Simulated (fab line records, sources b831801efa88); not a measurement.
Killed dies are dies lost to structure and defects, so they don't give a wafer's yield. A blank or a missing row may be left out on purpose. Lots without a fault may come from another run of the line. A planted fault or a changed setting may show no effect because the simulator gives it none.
A struck lot beside a sound one | flow sky130 | 43 steps out of a route of 708
Sound: wafers L489.1, L489.2, L489.3. Struck: wafers L491.2, L491.3, L491.5. The cause comes at the end.
At each step with rows: each side's tool, then ch and its chambers, then its first start. Under that, the readings that differ: sound wafers | struck wafers | difference of the means | sigmas: that difference in standard deviations of wafers without a fault.
alike: readings whose means differ by less than 2 such deviations, and words and numbers that are the same on both sides. not compared: withheld readings, readings that some wafer has no value for, bounds like >300 that may hide the same value, and numbers for which the record gives no deviation and whose values overlap.
The two part at a step that has a row with sigmas, a row that says differs or no value, or rows on one side only. Numbers that don't overlap but have no deviation are shown without sigmas and don't part them. A reading that every wafer of one side lacks parts them only if that side has two wafers or more.

first, 7 steps without rows for these wafers: SKY_METAL4_HMDS_06 (prime time 60 s); SKY_METAL4_COAT_07 (resist thk 60 nm); SKY_METAL4_COAT_08 (resist thk 1140 nm); SKY_METAL4_SOFTBAKE_09 (time 90 s); SKY_METAL4_EXPOSE_10 (exposes mask MM4, target cd 300 nm); SKY_METAL4_PEB_11; SKY_METAL4_DEVELOP_12 (develop time 60 s).
SKY_METAL4_CD_MEAS_13: target cd 300 nm.
  sound on cd_sem-01, day 42 08:49; struck on cd_sem-01, day 43 08:08
  alike: cd_nm
SKY_METAL4_OVL_MEAS_14:
  sound on overlay-02, day 42 08:56; struck on overlay-02, day 43 08:14
  alike: METAL4_OVL
then, 1 step without rows for these wafers: SKY_METAL4_DESCUM_15 (chemistry O2, time 8 s).
SKY_METAL4_ETCH_16: etches BARC in N2/H2, stops on SiO2, time 88.2 s, target depth 60 nm.
  sound on rie_metal-03 ch 0,1, day 42 09:00; struck on rie_metal-01 ch 0,1, day 43 08:18
  alike: drypump_motor_current_A, oes_product_au, throttle_valve_pct
  not compared: rf_hours_counter_h
then, 1 step without rows for these wafers: SKY_METAL4_ETCH_17 (etches SiO2 in C4F8/O2/Ar, stops on TiN, time 3.9 s, target depth 15 nm).
SKY_METAL4_METAL_ETCH_18: etches the open film in Cl2/BCl3, stops on SiO2, target depth 845 nm, time 183.1 s.
  sound on rie_metal-04 ch 0,1, day 42 09:07; struck on rie_metal-04 ch 1, day 43 08:25
  alike: drypump_motor_current_A, oes_product_au, throttle_valve_pct
  not compared: rf_hours_counter_h
then, 5 steps without rows for these wafers: SKY_METAL4_STRIP_19 (strips in O2/N2); SKY_METAL4_STRIP_20 (strips in post etch residue remover, time 1200 s); SKY_METAL4_CLEAN_21 (cleans in IPA, time 180 s); SKY_METAL4_CLEAN_22 (cleans in O3/DIW); SKY_VIA4_HDPCVD_00 (deposits SiO2, target thk 1750 nm, time 291.7 s).
SKY_VIA4_THK_MEAS_01:
  sound on film_metro-01, day 42 10:08; struck on film_metro-04, day 43 09:24
  reading              | sound          | struck         | difference | sigmas
  VIA4_HDPCVD_THK (nm) | 1739 1716 1721 | 1765 1781 1766 | +45        | +3
SKY_VIA4_CMP_02: polishes SiO2.
  sound on cmp-01 ch 0,2,3, day 42 10:19; struck on cmp-02 ch 1,2, day 43 09:39
  alike: motor_current_A, platen_rpm
SKY_VIA4_BOW_MEAS_03:
  sound on film_metro-01, day 42 10:37; struck on film_metro-01, day 43 09:58
  alike: VIA4_BOW
then, 7 steps without rows for these wafers: SKY_VIA4_DEHYDRATE_04 (time 60 s); SKY_VIA4_HMDS_05 (prime time 60 s); SKY_VIA4_COAT_06 (resist thk 1140 nm); SKY_VIA4_SOFTBAKE_07 (time 60 s); SKY_VIA4_EXPOSE_08 (exposes mask VIM4, target cd 800 nm); SKY_VIA4_PEB_09; SKY_VIA4_DEVELOP_10 (develop time 60 s).
SKY_VIA4_OVL_MEAS_11:
  sound on overlay-01, day 43 10:01; struck on overlay-01, day 44 08:52
  alike: VIA4_OVL
SKY_VIA4_ETCH_12: etches SiO2 in C4F8/O2/Ar, stops on TiN, target depth 580 nm.
  sound on rie_diel-01 ch 0,1,3, day 43 10:02; struck on rie_diel-04 ch 1,2,3, day 44 08:53
  alike: oes_product_au
then, 6 steps without rows for these wafers: SKY_VIA4_STRIP_13 (strips in O2/N2); SKY_VIA4_STRIP_14 (strips in post etch residue remover, time 1200 s); SKY_VIA4_CLEAN_15 (cleans in IPA, time 180 s); SKY_VIA4_CLEAN_16 (cleans in O3/DIW); SKY_VIA4_SPUTTER_17 (material TiN, target thk 20 nm, time 80 s); SKY_VIA4_CVD_18 (deposits W, target thk 505 nm, time 152.14 s).
SKY_VIA4_RS_MEAS_19: measures by four-point-probe.
  sound on film_metro-04, day 43 10:55; struck on film_metro-01, day 44 09:50
  alike: VIA4_W_RS
SKY_VIA4_THK_MEAS_20: measures by xrf.
  sound on film_metro-04, day 43 11:02; struck on film_metro-01, day 44 09:57
  alike: VIA4_W_THK
then, 1 step without rows for these wafers: SKY_VIA4_CMP_21 (polishes, stops on SiO2, t overpolish 25 s, target thk 0 nm).
SKY_METAL5_SPUTTER_00: material Ti, target thk 15 nm, time 10 s.
  sound on pvd_sputter-03, day 43 11:24; struck on pvd_sputter-04, day 44 10:23
  alike: throttle_valve_pct
then, 1 step without rows for these wafers: SKY_METAL5_SPUTTER_01 (material TiN, target thk 20 nm, time 16.7 s).
SKY_METAL5_SPUTTER_02: material AlCu, target thk 1150 nm, time 61.2 s.
  sound on pvd_sputter-03, day 43 11:27; struck on pvd_sputter-04, day 44 10:26
  alike: throttle_valve_pct
-- the record jumps here: 3 days lie between the struck wafers' starts before and after (it left off in module METAL5 and takes up again in module PAD_OPEN, whose first step shown is number 708 of the route) --
SKY_PAD_OPEN_PROBE_99:
  sound on prober-01, day 46 08:07; struck on prober-01, day 47 05:55
  reading                               | sound             | struck            | difference | sigmas
  defect_limited_yield (%)              | 83.1 82.3 79.9    | 72.6 70.7 75.0    | -9.0       | -5
  killed_at_M4_up                       | 2 1 2             | 51 59 55          | +53        | +28
  killed_dies                           | 83 87 99          | 135 144 123       | +44        | +5
  sort_bin_3_pad_short (%)              | 0.4 0.8 1.2       | 3.0 4.1 3.7       | +2.8       | +7
  sort_bin_5_function (%)               | 10.2 10.6 11.0    | 16.7 18.7 14.0    | +5.9       | +4
  sort_n_pass                           | 409 405 393       | 357 348 369       | -44        | -5
  sort_yield_pct (%)                    | 83.1 82.3 79.9    | 72.6 70.7 75.0    | -9.0       | -5
  model.etest.tester.sort_n_pass        | 409 405 393       | 357 348 369       | -44        |
  model.etest.tester.sort_yield_pct (%) | 83.13 82.32 79.88 | 72.56 70.73 75    | -9.01      |
  model.etest.tester.sort_bin_5_pct (%) | 10.16 10.57 10.98 | 16.67 18.7 14.02  | +5.89      |
  model.etest.tester.sort_bin_3_pct (%) | 0.4065 0.813 1.22 | 3.049 4.065 3.659 | +2.778     |
  alike: killed_at_M0_to_M3, killed_at_contacts, killed_at_front_end, killed_at_other, killed_open, killed_short, sort_bin_6_memory

WHERE THEY PART
First at SKY_VIA4_THK_MEAS_01; last, within this record, at SKY_PAD_OPEN_PROBE_99.

WHY: what the simulator had put in
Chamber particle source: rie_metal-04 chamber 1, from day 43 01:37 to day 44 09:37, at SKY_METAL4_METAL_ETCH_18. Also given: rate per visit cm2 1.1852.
